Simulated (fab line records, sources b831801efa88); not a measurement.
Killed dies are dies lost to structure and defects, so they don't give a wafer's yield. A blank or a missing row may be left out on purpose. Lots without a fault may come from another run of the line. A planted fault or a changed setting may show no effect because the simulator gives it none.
A struck lot beside a sound one | flow sky130 | 44 steps out of a route of 708
Sound: wafers L529.1, L529.4, L529.6. Struck: wafer L541.2. (L541.1, L541.3 of the same lot were not struck and are left out.) The cause comes at the end.
At each step with rows: each side's tool, then ch and its chambers, then its first start. Under that, the readings that differ: sound wafers | struck wafers | difference of the means | sigmas: that difference in standard deviations of wafers without a fault.
alike: readings whose means differ by less than 2 such deviations, and words and numbers that are the same on both sides. not compared: withheld readings, readings that some wafer has no value for, bounds like >300 that may hide the same value, and numbers for which the record gives no deviation and whose values overlap.
The two part at a step that has a row with sigmas, a row that says differs or no value, or rows on one side only. Numbers that don't overlap but have no deviation are shown without sigmas and don't part them. A reading that every wafer of one side lacks parts them only if that side has two wafers or more.

SKY_FIELD_ISO_THK_MEAS_02:
  sound on film_metro-01, day 1 12:05; struck on film_metro-04, day 4 00:05
  alike: FIELD_ISO_OXIDATION_00_THK
then, 1 step without rows for these wafers: SKY_FIELD_ISO_CVD_03 (deposits Si3N4 from DCS/NH3, target thk 165 nm, time 2830 s).
SKY_FIELD_ISO_THK_MEAS_04:
  sound on film_metro-04, day 1 13:56; struck on film_metro-01, day 4 02:20
  reading                   | sound             | struck | difference | sigmas
  FIELD_ISO_CVD_03_THK (nm) | 166.0 165.0 166.8 | 161.3  | -4.6       | -3
then, 8 steps without rows for these wafers: SKY_FIELD_ISO_DEHYDRATE_05 (time 60 s); SKY_FIELD_ISO_HMDS_06 (prime time 60 s); SKY_FIELD_ISO_COAT_07 (resist thk 60 nm); SKY_FIELD_ISO_COAT_08 (resist thk 450 nm); SKY_FIELD_ISO_SOFTBAKE_09 (time 90 s); SKY_FIELD_ISO_EXPOSE_10 (exposes mask FOM, target cd 150 nm); SKY_FIELD_ISO_PEB_11; SKY_FIELD_ISO_DEVELOP_12 (develop time 60 s).
SKY_FIELD_ISO_CD_MEAS_13: target cd 150 nm.
  sound on cd_sem-01, day 2 04:31; struck on cd_sem-02, day 4 19:22
  alike: cd_nm
SKY_FIELD_ISO_ETCH_14: etches BARC in N2/H2, stops on SiO2, time 45.9 s, target depth 60 nm.
  sound on rie_diel-02 ch 0,1,3, day 2 04:38; struck on rie_diel-01 ch 3, day 4 19:29
  reading                                          | sound             | struck | difference | sigmas
  oes_product_au (a.u.)                            | 0.853 0.853 0.845 | 0.997  | +0.147     | +33
  run_length_s (s)                                 | 74.5 74.4 74.4    | 46.7   | -27.7      | -64
  model.etch.depth_nm (nm)                         | 59.98 59.9 60.06  | 31.98  | -28.00     |
  model.KrF-thick_of_FIELD_ISO_COAT_08.thk_nm (nm) | 392.6 392.8 392.3 | 418.2  | +25.6      |
  model.FIELD_ISO.cd_nm (nm)                       | 149.7 151 151.8   | 153.9  | +3.1       |
  alike: drypump_motor_current_A, h2_flow_sccm, n2_flow_sccm, throttle_valve_pct
  not compared: rf_hours_counter_h
SKY_FIELD_ISO_ETCH_15: etches the open film in CHF3/O2, stops on Si, target depth 180 nm, time 72 s.
  sound on rie_diel-02 ch 0,1,3, day 2 04:40; struck on rie_diel-01 ch 3, day 4 19:31
  reading                                          | sound             | struck | difference | sigmas
  oes_product_au (a.u.)                            | 0.940 0.949 0.943 | 0.377  | -0.567     | -79
  throttle_valve_pct (%)                           | 8.846 8.836 8.855 | 8.661  | -0.185     | -21
  model.KrF-thick_of_FIELD_ISO_COAT_08.thk_nm (nm) | 237.5 234.9 234   | 264.1  | +28.6      |
  alike: drypump_motor_current_A, run_length_s
  not compared: rf_hours_counter_h
SKY_FIELD_ISO_STRIP_16: strips in O2/N2.
  sound on plasma_asher-01 ch 0,1, day 2 04:44; struck on plasma_asher-02 ch 1, day 4 19:35
  reading                      | sound             | struck | difference | sigmas
  strip_time_to_endpoint_s (s) | 3.552 3.515 3.517 | 3.849  | +0.321     | +11
  alike: drypump_motor_current_A, n2_flow_sccm, oes_product_au
  not compared: rf_hours_counter_h
SKY_FIELD_ISO_ETCH_17: etches Si in HBr/Cl2/O2, target depth 342 nm, time 97.7 s.
  sound on rie_si-01 ch 0,2,3, day 2 04:50; struck on rie_si-01 ch 0, day 4 19:41
  reading                    | sound             | struck | difference | sigmas
  model.FIELD_ISO.cd_nm (nm) | 149.1 151.5 153.3 | 154.1  | +2.8       |
  alike: drypump_motor_current_A, oes_product_au, run_length_s, throttle_valve_pct
  not compared: rf_hours_counter_h
then, 5 steps without rows for these wafers: SKY_FIELD_ISO_WET_ETCH_18 (etches Si3N4 in H3PO4, target depth 25 nm, time 286 s); SKY_FIELD_ISO_CLEAN_19 (cleans in SC1/SC2, time 150 s); SKY_FIELD_ISO_CLEAN_20 (cleans in dHF, time 20 s); SKY_FIELD_ISO_WET_ETCH_21 (etches SiO2 in dHF, target depth 20 nm, time 400 s); SKY_FIELD_ISO_OXIDATION_22 (stabilise 600 s, purge 300 s, target thk 10 nm).
SKY_FIELD_ISO_THK_MEAS_23:
  sound on film_metro-03, day 2 06:22; struck on film_metro-04, day 4 22:18
  alike: FIELD_ISO_OXIDATION_01_THK
then, 1 step without rows for these wafers: SKY_FIELD_ISO_CVD_24 (deposits SiO2, target thk 595 nm, time 99.2 s).
SKY_FIELD_ISO_THK_MEAS_25:
  sound on film_metro-04, day 2 06:30; struck on film_metro-04, day 4 22:26
  alike: FIELD_ISO_CVD_24_THK
then, 1 step without rows for these wafers: SKY_FIELD_ISO_ANNEAL_26 (time 1800 s).
SKY_FIELD_ISO_CMP_27: polishes, stops on Si3N4, t overpolish 16 s, target thk 457.8 nm.
  sound on cmp-02 ch 0,1, day 2 08:04; struck on cmp-02 ch 0, day 5 01:55
  alike: motor_current_A
then, 5 steps without rows for these wafers: SKY_FIELD_ISO_WET_ETCH_28 (etches SiO2 in dHF, target depth 23.7 nm, time 47 s); SKY_FIELD_ISO_WET_ETCH_29 (etches Si3N4 in H3PO4, target depth 160 nm, time 1825 s); SKY_FIELD_ISO_WET_ETCH_30 (etches SiO2 in dHF, target depth 25 nm, time 50 s); SKY_NWELL_CLEAN_00 (cleans in SC1/SC2, time 150 s); SKY_NWELL_OXIDATION_01 (stabilise 600 s, purge 300 s, target thk 10 nm).
SKY_NWELL_THK_MEAS_02:
  sound on film_metro-02, day 2 10:25; struck on film_metro-04, day 5 05:24
  alike: NWELL_OXIDATION_THK
then, 8 steps without rows for these wafers: SKY_DNWELL_DEHYDRATE_00 (time 60 s); SKY_DNWELL_HMDS_01 (prime time 60 s); SKY_DNWELL_COAT_02 (resist thk 3000 nm); SKY_DNWELL_SOFTBAKE_03; SKY_DNWELL_EXPOSE_04 (exposes mask DNM, target cd 3000 nm); SKY_DNWELL_PEB_05; SKY_DNWELL_DEVELOP_06 (develop time 60 s); SKY_DNWELL_IMPLANT_07.
SKY_DNWELL_STRIP_08: strips in O2/N2.
  sound on plasma_asher-03 ch 0,1, day 3 02:04; struck on plasma_asher-04 ch 1, day 5 23:16
  alike: drypump_motor_current_A, n2_flow_sccm, oes_product_au, strip_time_to_endpoint_s
  not compared: rf_hours_counter_h
SKY_DNWELL_TW_MEAS_09:
  sound on film_metro-02, day 3 02:10; struck on film_metro-03, day 5 23:22
  alike: DNWELL_TW
SKY_PWDE_OVL_MEAS_07:
  sound on overlay-02, day 3 17:20; struck on overlay-01, day 6 18:08
  not compared: PWDE_OVL
SKY_NWELL_OVL_MEAS_10:
  sound on overlay-02, day 4 10:04; struck on overlay-01, day 7 13:01
  not compared: NWELL_00_OVL

WHERE THEY PART
First at SKY_FIELD_ISO_THK_MEAS_04; last, within this record, at SKY_FIELD_ISO_STRIP_16. Later steps at which nothing parts them and some readings are alike: SKY_FIELD_ISO_ETCH_17, SKY_FIELD_ISO_THK_MEAS_23, SKY_FIELD_ISO_THK_MEAS_25, SKY_FIELD_ISO_CMP_27, SKY_NWELL_THK_MEAS_02, SKY_DNWELL_STRIP_08, SKY_DNWELL_TW_MEAS_09.

WHY: what the simulator had put in
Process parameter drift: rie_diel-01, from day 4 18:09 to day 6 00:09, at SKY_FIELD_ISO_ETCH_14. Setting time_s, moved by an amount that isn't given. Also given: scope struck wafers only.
